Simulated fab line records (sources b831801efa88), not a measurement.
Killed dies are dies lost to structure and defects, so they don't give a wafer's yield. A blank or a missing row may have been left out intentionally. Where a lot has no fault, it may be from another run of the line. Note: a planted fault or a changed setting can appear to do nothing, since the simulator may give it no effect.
Struck lot and sound lot, side by side ; flow sky130 ; 17 steps out of a route of 708
Sound: the wafers L829.3, L829.4, L829.6. The struck wafers were L840.1, L840.2, L840.3. The cause is given at the end.
For every step that has rows: the tool of each side, followed by ch and its chambers, followed by its first start. Under that, the readings that differ: sound wafers ; struck wafers ; difference of the means ; sigmas: that difference in standard deviations of wafers without a fault.
alike: a reading whose means differ by less than 2 such deviations, as well as words and numbers matching on both sides. not compared: withheld readings; readings where some wafer has no value; bounds like >300 that might hide an equal value; numbers whose values overlap and for which the record gives no deviation.
A row with sigmas, a row that says differs or no value, or rows on one side alone: a step with any of these is where the two part. Numbers that don't overlap but have no deviation are shown without sigmas and don't part them. A reading missing from all wafers of one side parts the sides only when that side holds two or more wafers.

SKY_VT_ADJUST_LVTN_OVL_MEAS_07:
  struck on overlay-01, day 10 20:19; sound on overlay-01, day 7 18:43
  alike: VT_ADJUST_LVTN_OVL
after that, 1 step had no rows for these wafers: SKY_VT_ADJUST_LVTN_IMPLANT_08.
SKY_VT_ADJUST_LVTN_STRIP_09: strips in O2/N2.
  sound on plasma_asher-03 ch 0,1, day 7 18:56; struck on plasma_asher-03 ch 0,1, day 10 20:30
  alike: chamber_pressure_mTorr, drypump_motor_current_A, oes_product_au, strip_time_to_endpoint_s
  not compared: rf_hours_counter_h
SKY_VT_ADJUST_LVTN_TW_MEAS_10:
  struck on film_metro-03, day 10 20:36; sound on film_metro-02, day 7 19:01
  alike: VT_ADJUST_LVTN_TW
then, 7 steps without rows for these wafers: SKY_VT_ADJUST_LVTN_DEHYDRATE_11 (time 60 s); SKY_VT_ADJUST_LVTN_HMDS_12 (prime time 60 s); SKY_VT_ADJUST_LVTN_COAT_13 (resist thk 1140 nm); SKY_VT_ADJUST_LVTN_SOFTBAKE_14 (time 60 s); SKY_VT_ADJUST_LVTN_EXPOSE_15 (exposes mask HVN STD DERIVED, target cd 600 nm); SKY_VT_ADJUST_LVTN_PEB_16; SKY_VT_ADJUST_LVTN_DEVELOP_17 (develop time 60 s).
SKY_VT_ADJUST_LVTN_OVL_MEAS_18:
  struck on overlay-01, day 11 20:28; sound on overlay-01, day 8 14:58
  alike: VT_ADJUST_LVTN_01_OVL
SKY_VT_ADJUST_LVTN_IMPLANT_19:
  sound on implanter-04 ch 0, day 8 15:03; struck on implanter-02 ch 0, day 11 20:30
reading;sound;struck;difference;sigmas
beam_on_s (s);10.10 10.03 10.28;13.39 13.17 13.01;+3.05;+15
faraday_current_uA;3.65 3.65 3.57;2.74 2.79 2.80;-0.85;-12
SKY_VT_ADJUST_LVTN_STRIP_20: strips in O2/N2.
  sound on plasma_asher-02 ch 0,1, day 8 15:11; struck on plasma_asher-03 ch 0,1, day 11 20:39
reading;sound;struck;difference;sigmas
oes_product_au (a.u.);0.709 0.712 0.716;0.728 0.720 0.717;+0.009;+2
  alike: chamber_pressure_mTorr, drypump_motor_current_A, strip_time_to_endpoint_s
  not compared: rf_hours_counter_h
SKY_VT_ADJUST_LVTN_TW_MEAS_21:
  struck on film_metro-02, day 11 20:45; sound on film_metro-04, day 8 15:16
reading;sound;struck;difference;sigmas
VT_ADJUST_LVTN_2_TW;187.8 187.2 185.6;205.2 204.8 204.8;+18.1;+9
then, 1 step without rows for these wafers: SKY_VT_ADJUST_NCORE_DEHYDRATE_00 (time 60 s).
-- the record jumps here: 38 days lie between the struck wafers' starts before and after (it left off in module VT_ADJUST_NCORE and takes up again in module PAD_OPEN, whose first step shown is number 708 of the route) --
SKY_PAD_OPEN_PROBE_99:
  struck on prober-02, day 49 09:53; sound on prober-01, day 46 17:40
reading;sound;struck;difference;sigmas
killed_at_front_end;13 15 17;27 23 24;+10;+2
model.etest.res_pwell_under_gate.rs_ohm_sq;2284 2292 2282;2220 2236 2234;-56;
  alike: killed_at_M0_to_M3, killed_at_M4_up, killed_at_contacts, killed_at_other, killed_dies, killed_open, killed_short
  not compared: model.etest.nfet_g5v0d10v5.body_rise_v, model.etest.nfet_16v.body_rise_v, model.etest.nfet_g5v0d10v5.vt_sat_v

## WHERE THEY PART
First at SKY_VT_ADJUST_LVTN_IMPLANT_19; last, within this record, at SKY_PAD_OPEN_PROBE_99.

WHY: whatever the simulator had introduced
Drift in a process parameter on implanter-02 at SKY_VT_ADJUST_LVTN_IMPLANT_19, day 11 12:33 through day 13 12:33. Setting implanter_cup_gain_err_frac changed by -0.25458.
